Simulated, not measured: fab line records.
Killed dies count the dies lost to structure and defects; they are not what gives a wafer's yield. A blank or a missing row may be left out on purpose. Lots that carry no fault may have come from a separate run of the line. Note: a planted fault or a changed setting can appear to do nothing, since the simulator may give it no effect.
Code-filled problem report in 8D (eight disciplines) form -- flow sky130 -- the parts of the form that need people (team, actions taken, sign-off) are left out

## 1. THE ISSUE
Mean of run-length-s at SKY_VIA4_SOFTBAKE_07: 95.02 s across 6 wafers in 2 lots; on wafers with no fault it is 89.16 s (standard deviation 0.16). Relative to the usual mean, that is a shift of +37 standard deviations.
The step: time 60 s.
Earliest sighting: wafer L968.2 on litho-track-01 at day 44 07:44. The record holds 36 wafers of 12 lots with a number at this step. The rule behind "out" and "out of limits": a value lying over 4 standard deviations away from the usual mean. Any other wafer with a number is counted as sound.

## 2. WHAT IT IS AND WHAT IT IS NOT
question,is,is not
which readings at this step,run-length-s,exhaust-pa
which lots,"L968, L973","L961, L962, L966, L967, L978, L979, L981, L982, L983, L984"
which wafers of those lots,all that have a number,-
read on which tools,litho-track-01,"litho-track-02, litho-track-03"
when,from day 44 07:44,"up to then (12 sound wafers); but 18 sound wafers of L978, L979, L981, L982, L983, L984 came after"

## 3. THE SUSPECTS, EACH WITH WHAT RULES IT OUT
Counting: a tool at a process step up to the reading stays a suspect if it ran every lot that is out and no sound lot after the first of them.
- litho-track-01 at SKY_VIA4_SOFTBAKE_07 (time 60 s): ruled out as a lasting fault. The sound lots L984 went through it after L968, its earliest lot that is out (day 44 07:44).
Left after counting: nothing in the record.

## 4. THE CAUSE (what the simulator had put in)
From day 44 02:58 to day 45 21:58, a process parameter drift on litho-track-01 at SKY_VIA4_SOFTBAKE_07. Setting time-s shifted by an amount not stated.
Counting ruled it out, wrongly.

## 5. SEQUENCE OF EFFECTS, ordered by route
Rows list readings where the struck wafers' mean (over those with a number) sits beyond 3 standard deviations from the usual. Scope: only readings with a usual standard deviation given in the record; hours: median across lots of the time from each lot's start at the first step in this table that gives one to its start at this step; sigmas: change in usual standard deviations.
hours,step,reading,usual,on struck wafers,change,sigmas
0,SKY_VIA4_SOFTBAKE_07,run-length-s,89.16 s,95.02,+5.86,+37
Its process steps:
- SKY_VIA4_SOFTBAKE_07: time 60 s.

## 6. WHAT WOULD HAVE CAUGHT IT SOONER
5 hours passed between the start of the fault at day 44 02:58 and the first reading out of limits in this record, taken at day 44 07:44.
